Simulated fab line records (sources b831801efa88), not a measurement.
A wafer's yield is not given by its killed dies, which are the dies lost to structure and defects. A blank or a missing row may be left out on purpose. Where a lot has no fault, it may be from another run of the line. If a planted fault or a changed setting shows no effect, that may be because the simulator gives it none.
fab line records / flow sky130
record: lots: 14 wafers: 42 last-day: 50
route steps=708 shown LDD_HVP@282
lots that met no fault: taken from a fault-free run of the same line
start-h: hours from the record's first day to the start of the lot's first wafer shown / wait-h: time in hours since the lot's previous step / " the same as in the row above / L1.1+2: several wafers, shown together as one row / - no value present, or no start provided / * or withheld: withheld / < > ~ a bound
route shown NAME@n: a module of which the file shows steps, and the number in the route of the first / usual: mean and standard deviation over wafers with no fault / same: alike in all rows / chamber/n: place in a boat / sites: readings site by site / _std_site: the values' standard deviation / _edge_site: outer sites' mean less inner sites' / radius-mm: for every site, how far away it sits from the centre of the wafer / mask NAME#n: copy n / behind: tool/chamber where the wafer was last shaped / hold: what put the lot on hold/how long, in hours/how the hold closed / device: the n, p or np transistor that did not switch / end of line: tests of these same wafers at the route's end / a step with no rows: only its recipe / killed: dies lost to structure and defects at the first sort, not the wafer's yield / map: dies across one wafer; x = killed, . = not, _ = none there
set.NAME: the setting that was run; set.NAME@STEP: the one run at that earlier step / model.NAME: the simulator's own value behind a step, which no gauge read
one table for each step of the route and one row for each wafer, over a sample of lots
services: a tool's chamber out of use, with start hour (start-h, from the record's first day; less than 0 if before it), hours out, and reason
== steps ==
step: SKY_LDD_HVP_EXPOSE_04
recipe: mask-id: HVPTM na: 0.6 source-shape: conventional sigma-outer: 0.6 polarization: unpolarized target-cd-nm: 700 dose-mj: 86
usual: exposure-dose-mJ-cm2: 86.01/0.085 focus-offset-nm: 0.0/0.51
lot.wafer=L673.3 tool=iline-stepper-02 chamber=0 start-h=497.59 wait-h=- mask=HVPTM#0 exposure-dose-mJ-cm2=86.13 focus-offset-nm=0.1
lot.wafer=L673.5 tool=iline-stepper-02 chamber=0 start-h=497.59 wait-h=- mask=HVPTM#0 exposure-dose-mJ-cm2=86.00 focus-offset-nm=0.0
lot.wafer=L673.6 tool=iline-stepper-02 chamber=0 start-h=497.59 wait-h=- mask=HVPTM#0 exposure-dose-mJ-cm2=85.99 focus-offset-nm=0.1
lot.wafer=L674.1 tool=iline-stepper-02 chamber=0 start-h=498.87 wait-h=- mask=HVPTM#0 exposure-dose-mJ-cm2=86.08 focus-offset-nm=-1.0
lot.wafer=L674.2 tool=iline-stepper-02 chamber=0 start-h=498.87 wait-h=- mask=HVPTM#0 exposure-dose-mJ-cm2=86.09 focus-offset-nm=-0.5
lot.wafer=L674.5 tool=iline-stepper-02 chamber=0 start-h=498.87 wait-h=- mask=HVPTM#0 exposure-dose-mJ-cm2=86.16 focus-offset-nm=0.5
lot.wafer=L675.1 tool=iline-stepper-01 chamber=0 start-h=506.71 wait-h=- mask=HVPTM#0 exposure-dose-mJ-cm2=86.04 focus-offset-nm=-0.5
lot.wafer=L675.2 tool=iline-stepper-01 chamber=0 start-h=506.71 wait-h=- mask=HVPTM#0 exposure-dose-mJ-cm2=86.10 focus-offset-nm=0.0
lot.wafer=L675.3 tool=iline-stepper-01 chamber=0 start-h=506.71 wait-h=- mask=HVPTM#0 exposure-dose-mJ-cm2=86.02 focus-offset-nm=-0.5
lot.wafer=L677.3 tool=iline-stepper-02 chamber=0 start-h=524.88 wait-h=- mask=HVPTM#0 exposure-dose-mJ-cm2=85.99 focus-offset-nm=0.0
lot.wafer=L677.4 tool=iline-stepper-02 chamber=0 start-h=524.88 wait-h=- mask=HVPTM#0 exposure-dose-mJ-cm2=86.01 focus-offset-nm=-0.1
lot.wafer=L677.5 tool=iline-stepper-02 chamber=0 start-h=524.88 wait-h=- mask=HVPTM#0 exposure-dose-mJ-cm2=86.12 focus-offset-nm=0.5
lot.wafer=L678.1 tool=iline-stepper-02 chamber=0 start-h=543.37 wait-h=- mask=HVPTM#0 exposure-dose-mJ-cm2=86.10 focus-offset-nm=0.7
lot.wafer=L678.2 tool=iline-stepper-02 chamber=0 start-h=543.37 wait-h=- mask=HVPTM#0 exposure-dose-mJ-cm2=86.04 focus-offset-nm=0.8
lot.wafer=L678.3 tool=iline-stepper-02 chamber=0 start-h=543.37 wait-h=- mask=HVPTM#0 exposure-dose-mJ-cm2=86.10 focus-offset-nm=-1.3
lot.wafer=L687.3 tool=iline-stepper-01 chamber=- start-h=608.84 wait-h=- mask=HVPTM#0 exposure-dose-mJ-cm2=- focus-offset-nm=-
lot.wafer=L687.4 tool=iline-stepper-01 chamber=- start-h=608.84 wait-h=- mask=HVPTM#0 exposure-dose-mJ-cm2=- focus-offset-nm=-
lot.wafer=L687.5 tool=iline-stepper-01 chamber=- start-h=608.84 wait-h=- mask=HVPTM#0 exposure-dose-mJ-cm2=- focus-offset-nm=-
lot.wafer=L688.2 tool=iline-stepper-02 chamber=- start-h=623.37 wait-h=- mask=HVPTM#0 exposure-dose-mJ-cm2=- focus-offset-nm=-
lot.wafer=L688.3 tool=iline-stepper-02 chamber=- start-h=623.37 wait-h=- mask=HVPTM#0 exposure-dose-mJ-cm2=- focus-offset-nm=-
lot.wafer=L688.6 tool=iline-stepper-02 chamber=- start-h=623.37 wait-h=- mask=HVPTM#0 exposure-dose-mJ-cm2=- focus-offset-nm=-
lot.wafer=L689.1 tool=iline-stepper-02 chamber=0 start-h=627.82 wait-h=- mask=HVPTM#0 exposure-dose-mJ-cm2=86.12 focus-offset-nm=1.2
lot.wafer=L689.5 tool=iline-stepper-02 chamber=0 start-h=627.82 wait-h=- mask=HVPTM#0 exposure-dose-mJ-cm2=86.06 focus-offset-nm=0.9
lot.wafer=L689.6 tool=iline-stepper-02 chamber=0 start-h=627.82 wait-h=- mask=HVPTM#0 exposure-dose-mJ-cm2=86.20 focus-offset-nm=-0.1
lot.wafer=L690.2 tool=iline-stepper-02 chamber=0 start-h=639.11 wait-h=- mask=HVPTM#0 exposure-dose-mJ-cm2=85.90 focus-offset-nm=0.7
lot.wafer=L690.5 tool=iline-stepper-02 chamber=0 start-h=639.11 wait-h=- mask=HVPTM#0 exposure-dose-mJ-cm2=85.99 focus-offset-nm=0.6
lot.wafer=L690.6 tool=iline-stepper-02 chamber=0 start-h=639.11 wait-h=- mask=HVPTM#0 exposure-dose-mJ-cm2=85.89 focus-offset-nm=1.1
lot.wafer=L691.1 tool=iline-stepper-01 chamber=0 start-h=644.80 wait-h=- mask=HVPTM#0 exposure-dose-mJ-cm2=85.84 focus-offset-nm=0.0
lot.wafer=L691.3 tool=iline-stepper-01 chamber=0 start-h=644.80 wait-h=- mask=HVPTM#0 exposure-dose-mJ-cm2=85.90 focus-offset-nm=0.5
lot.wafer=L691.4 tool=iline-stepper-01 chamber=0 start-h=644.80 wait-h=- mask=HVPTM#0 exposure-dose-mJ-cm2=86.02 focus-offset-nm=-0.6
lot.wafer=L692.2 tool=iline-stepper-02 chamber=0 start-h=648.62 wait-h=- mask=HVPTM#0 exposure-dose-mJ-cm2=86.08 focus-offset-nm=0.2
lot.wafer=L692.4 tool=iline-stepper-02 chamber=0 start-h=648.62 wait-h=- mask=HVPTM#0 exposure-dose-mJ-cm2=86.02 focus-offset-nm=0.6
lot.wafer=L692.5 tool=iline-stepper-02 chamber=0 start-h=648.62 wait-h=- mask=HVPTM#0 exposure-dose-mJ-cm2=86.05 focus-offset-nm=0.3
lot.wafer=L693.2 tool=iline-stepper-01 chamber=0 start-h=653.78 wait-h=- mask=HVPTM#0 exposure-dose-mJ-cm2=86.04 focus-offset-nm=-0.2
lot.wafer=L693.4 tool=iline-stepper-01 chamber=0 start-h=653.78 wait-h=- mask=HVPTM#0 exposure-dose-mJ-cm2=86.19 focus-offset-nm=-0.4
lot.wafer=L693.6 tool=iline-stepper-01 chamber=0 start-h=653.78 wait-h=- mask=HVPTM#0 exposure-dose-mJ-cm2=86.04 focus-offset-nm=0.3
lot.wafer=L694.4 tool=iline-stepper-02 chamber=0 start-h=671.26 wait-h=- mask=HVPTM#0 exposure-dose-mJ-cm2=85.93 focus-offset-nm=0.0
lot.wafer=L694.5 tool=iline-stepper-02 chamber=0 start-h=671.26 wait-h=- mask=HVPTM#0 exposure-dose-mJ-cm2=86.01 focus-offset-nm=0.1
lot.wafer=L694.6 tool=iline-stepper-02 chamber=0 start-h=671.26 wait-h=- mask=HVPTM#0 exposure-dose-mJ-cm2=86.10 focus-offset-nm=-0.1
lot.wafer=L695.1 tool=iline-stepper-01 chamber=0 start-h=674.40 wait-h=- mask=HVPTM#0 exposure-dose-mJ-cm2=86.04 focus-offset-nm=1.3
lot.wafer=L695.4 tool=iline-stepper-01 chamber=0 start-h=674.40 wait-h=- mask=HVPTM#0 exposure-dose-mJ-cm2=85.92 focus-offset-nm=0.5
lot.wafer=L695.5 tool=iline-stepper-01 chamber=0 start-h=674.40 wait-h=- mask=HVPTM#0 exposure-dose-mJ-cm2=85.91 focus-offset-nm=0.3
== services ==
tool=iline-stepper-01 chamber=0 start-h=484.37 hours=- kind=calibration
tool=iline-stepper-01 chamber=- start-h=523.47 hours=1.7 kind=pm
tool=iline-stepper-02 chamber=0 start-h=558.39 hours=- kind=calibration
tool=iline-stepper-02 chamber=- start-h=560.95 hours=1.7 kind=pm
tool=iline-stepper-02 chamber=- start-h=577.90 hours=13.2 kind=repair
== key ==
first-sign: step: SKY_LDD_HVP_EXPOSE_04 reading: tool-record direction: missing
effect none on later readings
met-at SKY_LDD_HVP_EXPOSE_04
struck-lots L687,L688
sort-left-out L687.3,L687.4,L687.5,L688.2,L688.3,L688.6
tester-left-out L687,L688
onset-between 543.37 608.84
fault: kind: skipped-step-whole tool: iline-stepper-01,iline-stepper-02 chamber: - onset-h: 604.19 steps: SKY_LDD_HVP_EXPOSE_04 scope: struck-lots-only
tester-left-out: of these lots the tester's yield and bins aren't shown, on N5 and GAA mostly nor the transistor test; their killed dies are dies lost to structure and defects alone, not to doping, threshold or leakage, so they don't give the yield
sort-left-out: the simulated sort isn't trusted on such a fault, so these wafers' sort isn't shown, and their yield isn't known
